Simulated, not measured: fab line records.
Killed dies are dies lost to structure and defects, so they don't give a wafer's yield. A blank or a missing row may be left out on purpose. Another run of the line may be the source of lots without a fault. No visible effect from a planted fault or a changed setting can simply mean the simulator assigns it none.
A single fault, viewed from 2 desks | flow sky130 | only its own numbers are on each desk; what lay behind them is given at the end

## DESK OF THE TOOL OWNER: hdpcvd-02
The tool's own readings at SKY_VIA4_HDPCVD_00 (deposits SiO2, target thk 1750 nm, time 291.7 s): means of the sampled wafers that have a number, for each lot that ran on this tool. Marked OUT: a lot whose mean sits more than 4 standard deviations from the usual mean, which makes it out of limits; the brackets give that distance.
Columns: A = pressure mtorr at SKY_VIA4_HDPCVD_00, usual 6.002 mTorr
lot  | first seen here | A
L412 | day 42 21:11    | 6.005
L413 | day 43 10:05    | 6.007
L417 | day 44 02:53    | 6.004
L418 | day 44 16:13    | 5.997
L421 | day 45 11:16    | 5.999
L422 | day 45 13:14    | 5.999
L425 | day 46 09:56    | 5.998
L426 | day 46 16:35    | 5.994
This desk found nothing out of limits on any of the 8 lots.

## FROM THE METROLOGY DESK
What the gauges read for every lot (on any tool): the sampled wafers with a number, averaged. Marked OUT: a lot whose mean sits more than 4 standard deviations from the usual mean, which makes it out of limits; the brackets give that distance.
Columns: A = VIA4_HDPCVD_THK at SKY_VIA4_THK_MEAS_01, usual 1753 nm
lot  | first seen here | A
L412 | day 42 21:23    | 1758
L413 | day 43 10:21    | 1771
L415 | day 43 23:58    | 1737
L417 | day 44 03:04    | 1779
L419 | day 44 15:25    | 1737
L418 | day 44 16:24    | 1764
L421 | day 45 11:28    | 1755
L422 | day 45 13:25    | 1756
L423 | day 45 21:13    | 1741
L425 | day 46 10:07    | 1763
L426 | day 46 16:43    | 2293 (+25) OUT
L432 | day 48 00:14    | 1747
Finding of this desk: L426 out of limits, first seen on L426 at day 46 16:43 (VIA4_HDPCVD_THK at SKY_VIA4_THK_MEAS_01). L412, L413, L415, L417, L419, L418, L421, L422, L423, L425, L432 stayed within limits.

## ALL TOGETHER
The metrology desk could have raised an alarm at day 46 16:43, on L426.
Nothing out of limits was seen by the tool owner's desk.
On record at the tool owner's desk: L426, within its limits.
Every lot named ran SKY_VIA4_HDPCVD_00 on hdpcvd-02.

## WHAT HAD BEEN PUT IN BY THE SIMULATOR
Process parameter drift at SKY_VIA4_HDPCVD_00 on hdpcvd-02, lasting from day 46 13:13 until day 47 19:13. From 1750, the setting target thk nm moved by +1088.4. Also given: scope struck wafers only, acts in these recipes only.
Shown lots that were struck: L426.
Hours from the fault's start to each desk's first reading out of limits: the metrology desk, 4.
